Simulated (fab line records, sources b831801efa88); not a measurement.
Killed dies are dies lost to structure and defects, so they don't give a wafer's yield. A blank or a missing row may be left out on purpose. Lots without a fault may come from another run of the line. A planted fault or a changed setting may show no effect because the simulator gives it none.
One fault seen from 2 desks | flow sky130 | each desk has only its own numbers; what lay behind them comes last

THE METROLOGY DESK
What the gauges read, lot by lot, whatever tool the lot ran on: means of the sampled wafers that have a number. A lot is out of limits, marked OUT, if its mean lies more than 4 standard deviations from the usual mean; the brackets give that distance.
Columns: A = cd_nm at SKY_SONOS_TUNNEL_CD_MEAS_07, usual 409.5 nm; B = SONOS_ONO_CVD_04_THK at SKY_SONOS_ONO_THK_MEAS_05, usual 5.69 nm
lot  | first seen here | A     | B
L781 | day 11 05:38    | 410.5 | 5.71
L783 | day 11 22:58    | 410.6 | 5.80
L789 | day 14 09:07    | 410.3 | 5.80
L792 | day 15 05:43    | 411.4 | 5.71
L793 | day 15 10:19    | 406.4 | 5.82
L794 | day 15 16:28    | 409.6 | 5.66
L795 | day 16 00:10    | 410.6 | 5.72
L796 | day 16 02:49    | 413.3 | 5.69
L804 | day 18 22:13    | 412.7 | 5.72
This desk's finding: nothing out of limits on any of the 9 lots.

THE TOOL OWNER'S DESK: litho_track-02
The tool's own readings at SKY_SONOS_TUNNEL_COAT_02 (resist thk 1140 nm): means of the sampled wafers that have a number, for each lot that ran on this tool. A lot is out of limits, marked OUT, if its mean lies more than 4 standard deviations from the usual mean; the brackets give that distance.
Columns: A = chill_plate_temp_C at SKY_SONOS_TUNNEL_COAT_02, usual 22.99 C; B = dispense_pressure_kPa at SKY_SONOS_TUNNEL_COAT_02, usual 49.3 kPa; C = resist_line_temp_C at SKY_SONOS_TUNNEL_COAT_02, usual 23.03 C
lot  | first seen here | A     | B    | C
L783 | day 11 10:01    | 23.05 | 48.8 | 22.87
L792 | day 14 15:47    | 22.98 | 48.9 | 22.90
L793 | day 14 20:16    | 23.03 | 48.9 | 23.04
L795 | day 15 10:38    | 22.89 | 48.9 | 23.05
L804 | day 18 06:17    | 23.07 | 48.9 | 22.89
This desk's finding: nothing out of limits on any of the 5 lots.

PUT TOGETHER
The metrology desk saw nothing out of limits.
The tool owner's desk saw nothing out of limits.

WHAT THE SIMULATOR HAD PUT IN
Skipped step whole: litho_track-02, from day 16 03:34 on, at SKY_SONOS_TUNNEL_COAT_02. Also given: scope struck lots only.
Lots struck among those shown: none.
